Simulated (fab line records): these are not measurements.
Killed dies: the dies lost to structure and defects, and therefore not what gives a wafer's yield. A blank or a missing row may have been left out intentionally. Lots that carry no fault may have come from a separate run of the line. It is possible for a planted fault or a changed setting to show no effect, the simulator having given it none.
One fault through the eyes of 2 desks | flow gf180mcu | numbers are kept per desk, each desk with only its own; the story behind them comes last

== AT THE METROLOGY DESK ==
Means of the sampled wafers that have a number, per lot and without regard to the tool the lot ran on: this is what the gauges read. Marked OUT: a lot whose mean sits more than 4 standard deviations from the usual mean, which makes it out of limits; the brackets give that distance.
Columns: A = VT_IMPLANT_02_OVL at GF_VT_IMPLANT_OVL_MEAS_29, usual -0.2 nm; B = POLY_GATE_OVL at GF_POLY_GATE_OVL_MEAS_11, usual 4 nm
lot  | first seen here | A    | B
L727 | day 6 21:10     | 1.8  | -3
L728 | day 7 03:26     | -1.1 | -3
L730 | day 7 18:34     | 0.1  | 5
L731 | day 8 01:01     | -1.4 | -1
L733 | day 8 16:26     | 1.3  | 1
L734 | day 8 20:31     | -0.8 | 10
L742 | day 10 23:10    | 0.3  | 5
L743 | day 11 07:10    | 0.1  | 3
L744 | day 11 10:16    | 0.4  | 5
L745 | day 11 20:35    | -0.0 | 12
L747 | day 12 10:52    | -0.3 | 7
L748 | day 12 13:10    | -0.4 | 0
L749 | day 12 17:43    | -0.1 | 2
L750 | day 13 11:23    | -1.1 | 2
This desk found nothing out of limits on any of the 14 lots.

== THE TOOL OWNER'S DESK: rie-si-02 ==
The tool's own readings at GF_STI_ETCH_14 (etches Si in HBr/Cl2/O2, target depth 360 nm, time 102.9 s): means of the sampled wafers that have a number, for each lot that ran on this tool. Marked OUT: a lot whose mean sits more than 4 standard deviations from the usual mean, which makes it out of limits; the brackets give that distance.
Columns: A = HBr_flow_sccm at GF_STI_ETCH_14, usual 150.0 sccm; B = drypump-motor-current-A at GF_STI_ETCH_14, usual 5.7 A; C = oes-product-au at GF_STI_ETCH_14, usual 1.007 a.u.; D = run-length-s at GF_STI_ETCH_14, usual 131.0 s; E = throttle-valve-pct at GF_STI_ETCH_14, usual 25.652 %
lot  | first seen here | A     | B   | C     | D               | E
L727 | day 2 02:10     | 150.5 | 5.5 | 1.006 | 131.3           | 25.650
L731 | day 2 22:04     | 149.9 | 5.6 | 1.014 | 131.0           | 25.648
L733 | day 3 09:40     | 150.1 | 5.5 | 1.016 | 114.5 (-38) OUT | 25.651
L734 | day 3 15:31     | 150.4 | 5.5 | 1.011 | 114.2 (-39) OUT | 25.648
L747 | day 6 09:43     | 149.6 | 5.5 | 1.004 | 131.1           | 25.648
L748 | day 6 14:28     | 150.3 | 5.5 | 1.015 | 131.2           | 25.656
This desk's finding: out of limits on L733, L734; first on L733, day 3 09:40 (run-length-s at GF_STI_ETCH_14). L727, L731, L747, L748 stayed within limits.

== BROUGHT TOGETHER ==
At day 3 09:40, on L733, L734, the tool owner's desk was in a position to raise an alarm.
Metrology desk: nothing out of limits seen.
The metrology desk has L733, L734 on record, within its limits.
Every lot named ran GF_STI_ETCH_14 on rie-si-02.

== WHAT THE SIMULATOR HAD PUT IN ==
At GF_STI_ETCH_14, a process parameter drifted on rie-si-02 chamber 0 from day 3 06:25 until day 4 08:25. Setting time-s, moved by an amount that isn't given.
Struck lots among those shown: L733, L734.
Delay in hours, fault start to first out-of-limits reading, by desk: the tool owner's desk at 3.
